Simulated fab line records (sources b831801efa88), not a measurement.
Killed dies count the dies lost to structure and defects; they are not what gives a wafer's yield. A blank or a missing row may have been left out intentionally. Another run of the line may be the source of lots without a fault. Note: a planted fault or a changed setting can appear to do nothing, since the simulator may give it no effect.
What tool caused it? | flow gf180mcu | 39 wafers from 13 lots sampled at 3 of the route's 602 steps

## WHAT EACH GAUGE READ, for each wafer
GF_VT_IMPLANT_TW_MEAS_43. Usual: for VT_IMPLANT_4_TW the level is 688 and the standard deviation is 4.9.
lot  | measured     | on           | VT_IMPLANT_4_TW | flag
L635 | day 7 08:56  | filmMetro-04 | 690 693 690     | 
L637 | day 8 02:47  | filmMetro-04 | 688 681 685     | 
L641 | day 9 02:00  | filmMetro-03 | 700 694 695     | 
L642 | day 9 14:08  | filmMetro-03 | 698 696 700     | 
L644 | day 10 13:04 | filmMetro-03 | 690 689 689     | 
L645 | day 10 21:05 | filmMetro-04 | 684 684 684     | 
L647 | day 11 07:23 | filmMetro-04 | 681 680 681     | 
L648 | day 11 08:02 | filmMetro-04 | 682 680 682     | 
L652 | day 12 10:47 | filmMetro-04 | 622 622 622     | OFF
L653 | day 12 12:28 | filmMetro-01 | 681 685 684     | 
L654 | day 12 21:13 | filmMetro-03 | 630 623 628     | OFF
L657 | day 13 17:14 | filmMetro-04 | 681 679 678     | 
L658 | day 13 22:24 | filmMetro-03 | 696 697 692     | 

GF_POLY_GATE_CD_MEAS_18. Usual: cdNm 279.7 nm, standard deviation 1.7.
lot  | measured     | on       | cdNm (nm)         | flag
L635 | day 9 02:31  | cdSem-01 | 278.7 277.2 279.8 | 
L637 | day 9 21:00  | cdSem-01 | 280.8 278.1 280.3 | 
L641 | day 10 21:56 | cdSem-01 | 279.3 279.1 277.8 | 
L642 | day 11 08:31 | cdSem-01 | 279.7 278.1 279.2 | 
L644 | day 12 13:51 | cdSem-02 | 279.4 282.0 280.1 | 
L645 | day 12 20:31 | cdSem-02 | 279.1 277.3 278.9 | 
L647 | day 13 04:57 | cdSem-01 | 281.3 280.5 281.6 | 
L648 | day 13 05:09 | cdSem-01 | 280.2 276.5 279.0 | 
L652 | day 14 15:28 | cdSem-01 | 280.7 280.2 278.4 | 
L653 | day 14 15:28 | cdSem-02 | 279.1 277.0 281.1 | 
L654 | day 15 02:32 | cdSem-02 | 276.0 277.4 279.0 | 
L657 | day 16 00:29 | cdSem-01 | 282.3 283.2 282.4 | 
L658 | day 16 10:05 | cdSem-02 | 280.7 280.5 278.8 | 

## WHICH TOOL RAN EACH LOT (tool, then ch and the chambers of the sampled wafers, then the start)
lot  | GF_VT_IMPLANT_IMPLANT_41
L635 | implanter-03 ch 0, day 7 08:41
L637 | implanter-03 ch 0, day 8 02:32
L641 | implanter-02 ch 0, day 9 01:47
L642 | implanter-03 ch 0, day 9 13:53
L644 | implanter-02 ch 0, day 10 12:50
L645 | implanter-04 ch 0, day 10 20:51
L647 | implanter-04 ch 0, day 11 07:08
L648 | implanter-03 ch 0, day 11 07:48
L652 | implanter-03 ch 0, day 12 10:32
L653 | implanter-04 ch 0, day 12 12:13
L654 | implanter-03 ch 0, day 12 21:00
L657 | implanter-04 ch 0, day 13 16:53
L658 | implanter-04 ch 0, day 13 22:11
- GF_VT_IMPLANT_IMPLANT_41

## WHAT THE TOOLS THEMSELVES READ (means of the sampled wafers that have a number; where no wafer has one, the mark that the record gives instead)
GF_VT_IMPLANT_IMPLANT_41. Usual: beamEnergyKeV 70.005, standard deviation 0.021; endStationPressureTorr 4.98e-06 Torr, standard deviation 2.6e-07.
lot  | tool         | beamEnergyKeV | endStationPressureTorr (Torr) | flag
L635 | implanter-03 | 69.988        | 4.79e-06                      | 
L637 | implanter-03 | 69.999        | 4.90e-06                      | 
L641 | implanter-02 | 69.999        | 5.18e-06                      | 
L642 | implanter-03 | 69.994        | 4.88e-06                      | 
L644 | implanter-02 | 70.024        | 5.10e-06                      | 
L645 | implanter-04 | 70.010        | 4.93e-06                      | 
L647 | implanter-04 | 69.999        | 5.13e-06                      | 
L648 | implanter-03 | 70.005        | 5.21e-06                      | 
L652 | implanter-03 | 49.634        | 5.30e-06                      | OFF
L653 | implanter-04 | 69.996        | 5.04e-06                      | 
L654 | implanter-03 | 49.630        | 4.97e-06                      | OFF
L657 | implanter-04 | 69.994        | 4.64e-06                      | 
L658 | implanter-04 | 69.995        | 4.76e-06                      | 

## THE ANSWER, worked out from the rows above alone
Rule: lot off if the mean of its wafers having a number is beyond 3 standard deviations from the usual mean. Also off: a lot with no number at a reading for which 4 or more lots have one. Any other lot the step has rows for is counted as sound. The gauges are gone through in route order, then the tools' own readings, and for those a lot's mean is taken as printed above. At the first step where some lot is off, the reading lying furthest off is the one used; lots without a number count as furthest.
Off: L652, L654, seen at GF_VT_IMPLANT_TW_MEAS_43 (VT_IMPLANT_4_TW).
If a tool, at a process step before that reading, ran all the lots that are off and no sound lot after the first of them, it fits. Not tried: the gauges at GF_VT_IMPLANT_TW_MEAS_43; whatever is off there is also off at GF_VT_IMPLANT_IMPLANT_41, on other tools, and gauge error can't account for it. One fits: implanter-03 at GF_VT_IMPLANT_IMPLANT_41. Its last sound lot is L648 (day 11 07:48), its first lot that is off L652 (day 12 10:32): a fault that began between those two fits.
On the lots that are off, the tool's own readings at GF_VT_IMPLANT_IMPLANT_41 differ by more than 5 times the standard deviation of the sound lots' means, which bears it out; beamEnergyKeV reads 49.632 there versus 70.000 on the sound lots.

## WHAT THE SIMULATOR PUT IN
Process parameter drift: implanter-03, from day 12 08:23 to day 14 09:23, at GF_VT_IMPLANT_IMPLANT_41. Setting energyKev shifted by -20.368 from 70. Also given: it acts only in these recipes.
Shown lots that were struck: L652, L654. This agrees with what the rule above found.
